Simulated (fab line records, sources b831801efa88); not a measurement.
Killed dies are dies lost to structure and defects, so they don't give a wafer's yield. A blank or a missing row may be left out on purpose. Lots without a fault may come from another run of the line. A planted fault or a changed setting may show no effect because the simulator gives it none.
One fault seen from 2 desks | flow sky130 | each desk has only its own numbers; what lay behind them comes last

THE METROLOGY DESK
What the gauges read, lot by lot, whatever tool the lot ran on: means of the sampled wafers that have a number. A lot is out of limits, marked OUT, if its mean lies more than 4 standard deviations from the usual mean; the brackets give that distance.
Columns: A = CAP2M_TIN_RS at SKY_CAP2M_RS_MEAS_03, usual 6.88 ohm/sq; B = METAL4_OVL at SKY_METAL4_OVL_MEAS_14, usual -1 nm; C = VIA4_HDPCVD_THK at SKY_VIA4_THK_MEAS_01, usual 1749 nm
lot  | first seen here | A    | B   | C
L406 | day 40 13:52    | 6.95 | 2   | 1732
L411 | day 42 11:58    | 6.93 | -3  | 2092 (+20) OUT
L412 | day 42 17:08    | 6.96 | -2  | 2111 (+21) OUT
L413 | day 42 18:45    | 6.89 | 2   | 2095 (+20) OUT
L415 | day 43 12:04    | 6.93 | -15 | 1753
L419 | day 44 15:17    | 6.87 | -1  | 1765
L421 | day 44 16:40    | 6.81 | -3  | 1758
L422 | day 44 23:33    | 6.81 | -1  | 1727
L425 | day 45 17:32    | 6.90 | 1   | 1751
L426 | day 45 19:38    | 6.84 | 5   | 1762
L427 | day 46 00:07    | 6.80 | -3  | 1737
L429 | day 46 19:18    | 6.70 | 1   | 1735
This desk's finding: out of limits on L411, L412, L413; first on L411, day 44 12:56 (VIA4_HDPCVD_THK at SKY_VIA4_THK_MEAS_01). In limits: L406, L415, L419, L421, L422, L425, L426, L427, L429.

THE TOOL OWNER'S DESK: hdpcvd-01
The tool's own readings at SKY_VIA4_HDPCVD_00 (deposits SiO2, target thk 1750 nm, time 291.7 s): means of the sampled wafers that have a number, for each lot that ran on this tool. A lot is out of limits, marked OUT, if its mean lies more than 4 standard deviations from the usual mean; the brackets give that distance.
Columns: A = sih4_flow_sccm at SKY_VIA4_HDPCVD_00, usual 60.01 sccm
lot  | first seen here | A
L406 | day 42 16:22    | 59.94
L411 | day 44 12:46    | 71.86 (+70) OUT
L412 | day 44 18:20    | 72.15 (+71) OUT
L413 | day 44 19:37    | 72.21 (+72) OUT
L425 | day 47 13:46    | 60.05
L426 | day 47 16:26    | 59.95
L427 | day 47 19:03    | 60.00
L429 | day 48 13:52    | 59.91
This desk's finding: out of limits on L411, L412, L413; first on L411, day 44 12:46 (sih4_flow_sccm at SKY_VIA4_HDPCVD_00). In limits: L406, L425, L426, L427, L429.

PUT TOGETHER
The tool owner's desk could have raised an alarm at day 44 12:46, on L411, L412, L413.
The metrology desk could have raised an alarm at day 44 12:56, on L411, L412, L413.
Of the lots named, all ran SKY_VIA4_HDPCVD_00 on hdpcvd-01.

WHAT THE SIMULATOR HAD PUT IN
Process parameter drift: hdpcvd-01, from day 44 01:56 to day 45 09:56, at SKY_VIA4_HDPCVD_00. Setting sih4_flow_sccm, moved by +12, from 60. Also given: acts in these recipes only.
Lots struck among those shown: L411, L412, L413.
Hours from the fault's start to each desk's first reading out of limits: the tool owner's desk, 11; the metrology desk, 11.
